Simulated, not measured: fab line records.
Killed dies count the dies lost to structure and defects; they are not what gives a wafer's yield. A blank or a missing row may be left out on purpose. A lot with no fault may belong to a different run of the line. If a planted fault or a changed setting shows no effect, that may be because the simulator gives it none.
A sampling plan put to the test ; flow gf180mcu ; one line in one fab, 21 faults in these records, each fault weighed on the records of the lots it struck
The line's own looks make up the plan; these are the steps of the route where a gauge or inspection reads the wafer and leaves it unchanged. A look can be judged if struck wafers have a number there and the file gives its usual mean and standard deviation on fault-free wafers. Caught: the struck wafers' mean, at a look after the fault's first step, is 4 or more of those standard deviations (sigma) away from the usual mean. On the tool: the same test on the tool's own readings at the fault's steps. A different recipe on the struck wafers counts as caught too, as does a record blank only for those wafers.

THE FAULTS, as the simulator had put them in
1. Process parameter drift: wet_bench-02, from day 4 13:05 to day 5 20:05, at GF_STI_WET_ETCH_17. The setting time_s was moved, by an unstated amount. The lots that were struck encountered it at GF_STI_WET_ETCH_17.
2. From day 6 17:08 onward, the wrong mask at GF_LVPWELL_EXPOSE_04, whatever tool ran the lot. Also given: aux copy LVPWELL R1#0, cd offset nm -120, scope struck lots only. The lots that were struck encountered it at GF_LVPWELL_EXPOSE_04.
3. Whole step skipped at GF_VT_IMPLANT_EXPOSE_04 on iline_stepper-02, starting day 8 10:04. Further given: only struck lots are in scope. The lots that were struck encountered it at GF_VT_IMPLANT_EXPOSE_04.
4. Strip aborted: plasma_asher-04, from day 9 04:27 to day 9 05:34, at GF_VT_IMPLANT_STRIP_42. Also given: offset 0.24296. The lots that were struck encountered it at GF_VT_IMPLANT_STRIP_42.
5. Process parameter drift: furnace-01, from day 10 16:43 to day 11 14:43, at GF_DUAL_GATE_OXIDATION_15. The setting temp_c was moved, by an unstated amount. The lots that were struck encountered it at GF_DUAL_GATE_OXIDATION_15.
6. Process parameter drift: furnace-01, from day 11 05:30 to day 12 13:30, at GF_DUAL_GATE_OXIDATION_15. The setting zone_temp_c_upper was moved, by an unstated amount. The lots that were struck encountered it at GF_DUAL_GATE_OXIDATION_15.
7. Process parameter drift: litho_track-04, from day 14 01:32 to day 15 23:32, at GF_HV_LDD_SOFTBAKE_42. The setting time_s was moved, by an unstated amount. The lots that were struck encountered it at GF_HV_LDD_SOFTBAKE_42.
8. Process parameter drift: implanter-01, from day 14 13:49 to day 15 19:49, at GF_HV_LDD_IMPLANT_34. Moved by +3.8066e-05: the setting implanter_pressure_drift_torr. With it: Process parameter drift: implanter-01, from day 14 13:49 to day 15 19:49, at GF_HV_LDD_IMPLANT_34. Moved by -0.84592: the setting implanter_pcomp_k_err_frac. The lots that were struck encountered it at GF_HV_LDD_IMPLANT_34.
9. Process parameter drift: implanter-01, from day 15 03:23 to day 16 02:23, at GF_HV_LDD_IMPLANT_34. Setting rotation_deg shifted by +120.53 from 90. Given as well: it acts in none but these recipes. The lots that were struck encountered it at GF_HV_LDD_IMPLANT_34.
10. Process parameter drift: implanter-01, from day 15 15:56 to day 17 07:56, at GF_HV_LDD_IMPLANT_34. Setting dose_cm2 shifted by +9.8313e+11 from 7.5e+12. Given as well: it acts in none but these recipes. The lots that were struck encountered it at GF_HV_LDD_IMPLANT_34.
11. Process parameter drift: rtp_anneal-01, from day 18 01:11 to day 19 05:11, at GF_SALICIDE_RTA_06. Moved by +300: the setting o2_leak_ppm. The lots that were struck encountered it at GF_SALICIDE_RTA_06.
12. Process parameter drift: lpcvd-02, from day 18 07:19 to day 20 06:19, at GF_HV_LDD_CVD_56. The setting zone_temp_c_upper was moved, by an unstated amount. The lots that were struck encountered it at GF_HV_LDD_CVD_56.
13. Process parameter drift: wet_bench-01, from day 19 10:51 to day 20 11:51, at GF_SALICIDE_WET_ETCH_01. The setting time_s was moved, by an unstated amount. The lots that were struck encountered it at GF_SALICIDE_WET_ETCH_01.
14. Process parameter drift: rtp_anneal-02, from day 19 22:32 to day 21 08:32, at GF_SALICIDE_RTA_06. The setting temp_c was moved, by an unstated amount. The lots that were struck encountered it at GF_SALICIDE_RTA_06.
15. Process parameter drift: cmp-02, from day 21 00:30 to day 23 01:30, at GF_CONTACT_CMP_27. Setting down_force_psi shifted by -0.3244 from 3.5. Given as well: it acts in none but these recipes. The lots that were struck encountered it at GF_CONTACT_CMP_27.
16. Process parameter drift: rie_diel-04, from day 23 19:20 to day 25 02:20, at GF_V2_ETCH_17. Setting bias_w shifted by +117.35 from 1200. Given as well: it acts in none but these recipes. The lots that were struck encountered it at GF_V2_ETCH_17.
17. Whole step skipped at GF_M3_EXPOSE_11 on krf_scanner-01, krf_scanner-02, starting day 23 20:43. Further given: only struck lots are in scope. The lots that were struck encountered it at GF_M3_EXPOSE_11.
18. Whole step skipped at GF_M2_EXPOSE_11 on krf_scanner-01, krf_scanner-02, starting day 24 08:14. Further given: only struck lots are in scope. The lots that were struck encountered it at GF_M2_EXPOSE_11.
19. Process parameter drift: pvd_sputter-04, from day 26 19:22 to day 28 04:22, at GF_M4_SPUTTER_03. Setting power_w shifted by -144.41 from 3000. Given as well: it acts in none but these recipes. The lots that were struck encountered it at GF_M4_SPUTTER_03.
20. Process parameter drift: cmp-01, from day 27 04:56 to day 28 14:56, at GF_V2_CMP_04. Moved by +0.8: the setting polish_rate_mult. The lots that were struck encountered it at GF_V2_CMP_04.
21. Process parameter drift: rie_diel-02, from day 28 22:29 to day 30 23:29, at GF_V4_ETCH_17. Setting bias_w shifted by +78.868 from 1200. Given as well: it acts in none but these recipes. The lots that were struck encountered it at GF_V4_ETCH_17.

WHAT THE PLAN SAW
fault;on the tool itself;first look that catches it;reading, sigma;median hours from its first step to that look;hours from the fault's start to the first struck lot there;judged looks passed uncaught
1;run_length_s +99 or beyond sigma;not the one look that can be judged after it;-;-;-;1
2;under 2 sigma;none of the 3 looks that can be judged after it;-;-;-;3
3;no reading that can be judged;no look after it can be judged;-;-;-;0
4;oes_product_au +34 sigma;not the one look that can be judged after it;-;-;-;1
5;tube_center_temp_C +99 or beyond sigma;not the one look that can be judged after it;-;-;-;1
6;spike_tc_upper_C -39 sigma;not the one look that can be judged after it;-;-;-;1
7;run_length_s +28 sigma;not the one look that can be judged after it;-;-;-;1
8;end_station_pressure_torr +99 or beyond sigma;not the one look that can be judged after it;-;-;-;1
9;rotation_deg +99 or beyond sigma;no look after it can be judged;-;-;-;0
10;dose_ions_cm2 +99 or beyond sigma;not the one look that can be judged after it;-;-;-;1
11;chamber_o2_ppm +99 or beyond sigma;none of the 2 looks that can be judged after it;-;-;-;2
12;spike_tc_upper_C -30 sigma;no look after it can be judged;-;-;-;0
13;run_length_s +30 sigma;not the one look that can be judged after it;-;-;-;1
14;wafer_temp_C_max -99 or beyond sigma;no look after it can be judged;-;-;-;0
15;head_pressure_psi -43 sigma;none of the 2 looks that can be judged after it;-;-;-;2
16;bias_w +31 sigma;no look after it can be judged;-;-;-;0
17;no reading that can be judged;no look after it can be judged;-;-;-;0
18;no reading that can be judged;no look after it can be judged;-;-;-;0
19;cathode_dc_power_W -99 or beyond sigma;not the one look that can be judged after it;-;-;-;1
20;time_to_endpoint_s -7.6 sigma;not the one look that can be judged after it;-;-;-;1
21;bias_w +21 sigma;not the one look that can be judged after it;-;-;-;1
Dash: fault not caught, or number not given in these records.

Caught at a look: 0 of 21. Caught on the tool: 17 of 21. By one or the other: 17 of 21.
Faults 1, 4, 5, 6, 7, 8, 9, 10, 11, 12, 13, 14, 15, 16, 19, 20, 21 were caught on the tool alone.
Caught by neither: faults 2, 3, 17, 18.
